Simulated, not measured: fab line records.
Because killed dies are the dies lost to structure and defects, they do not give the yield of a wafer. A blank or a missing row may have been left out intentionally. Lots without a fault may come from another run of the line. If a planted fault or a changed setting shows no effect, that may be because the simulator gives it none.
The same fault as seen by 2 desks    flow gf180mcu    only its own numbers are on each desk; what lay behind them is given at the end

== THE METROLOGY DESK ==
What the gauges read, lot by lot, whatever tool the lot ran on: means of the sampled wafers that have a number. Marked OUT: a lot whose mean sits more than 4 standard deviations from the usual mean, which makes it out of limits; the brackets give that distance.
Columns: A = STI_CVD_03_THK at GF_STI_THK_MEAS_04, usual 206.9 nm; B = CONTACT_CVD_02_THK at GF_CONTACT_THK_MEAS_03, usual 860 nm; C = V1_OVL at GF_V1_OVL_MEAS_15, usual -3 nm
lot   first seen here  A                 B    C
L498  day 1 13:59      206.1             859  -5
L499  day 1 18:44      210.1             874  -11
L501  day 2 04:34      206.8             873  2
L502  day 2 10:29      205.3             865  -3
L503  day 2 15:55      209.0             865  0
L504  day 2 19:43      206.3             853  4
L506  day 3 05:34      193.7 (-6.9) OUT  857  -5
L508  day 3 15:34      195.2 (-6.1) OUT  872  3
L513  day 4 16:35      207.6             850  -9
L515  day 5 03:10      209.0             853  1
L520  day 6 03:34      211.4             856  9
L521  day 6 10:16      204.8             871  -2
Per this desk, out of limits: L506, L508; the first was L506, day 3 05:34 (STI_CVD_03_THK at GF_STI_THK_MEAS_04). Within limits: L498, L499, L501, L502, L503, L504, L513, L515, L520, L521.

== TOOL OWNER'S DESK, lpcvd-02 ==
The tool's own readings at GF_STI_CVD_03 (deposits Si3N4 from DCS/NH3, target thk 207.16 nm, time 3551 s): means of the sampled wafers that have a number, for each lot that ran on this tool. Marked OUT: a lot whose mean sits more than 4 standard deviations from the usual mean, which makes it out of limits; the brackets give that distance.
Columns: A = pressure-mtorr at GF_STI_CVD_03, usual 250.1 mTorr; B = zone-power-top-pct at GF_STI_CVD_03, usual 26.0 %
lot   first seen here  A                        B
L501  day 2 02:35      249.4                    29.0
L503  day 2 12:55      250.5                    26.3
L504  day 2 17:44      250.0                    26.2
L506  day 3 03:34      200.0 (-99 or more) OUT  26.2
L508  day 3 13:34      200.1 (-99 or more) OUT  26.4
L520  day 6 01:34      250.2                    26.4
L521  day 6 08:16      250.5                    26.2
This desk's finding: out of limits on L506, L508; first on L506, day 3 03:34 (pressure-mtorr at GF_STI_CVD_03). Within limits: L501, L503, L504, L520, L521.

== PUT TOGETHER ==
The tool owner's desk could have raised an alarm at day 3 03:34, on L506, L508.
Metrology desk: alarm possible at day 3 05:34 on L506, L508.
GF_STI_CVD_03 was run on lpcvd-02 by each of the lots named.

== WHAT THE SIMULATOR HAD PUT IN ==
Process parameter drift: lpcvd-02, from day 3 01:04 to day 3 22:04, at GF_STI_CVD_03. From 250, the setting pressure-mtorr moved by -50. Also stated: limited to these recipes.
Shown lots that were struck: L506, L508.
Time in hours from fault onset to the first out-of-limits reading at each desk: tool owner's desk 2, metrology desk 4.
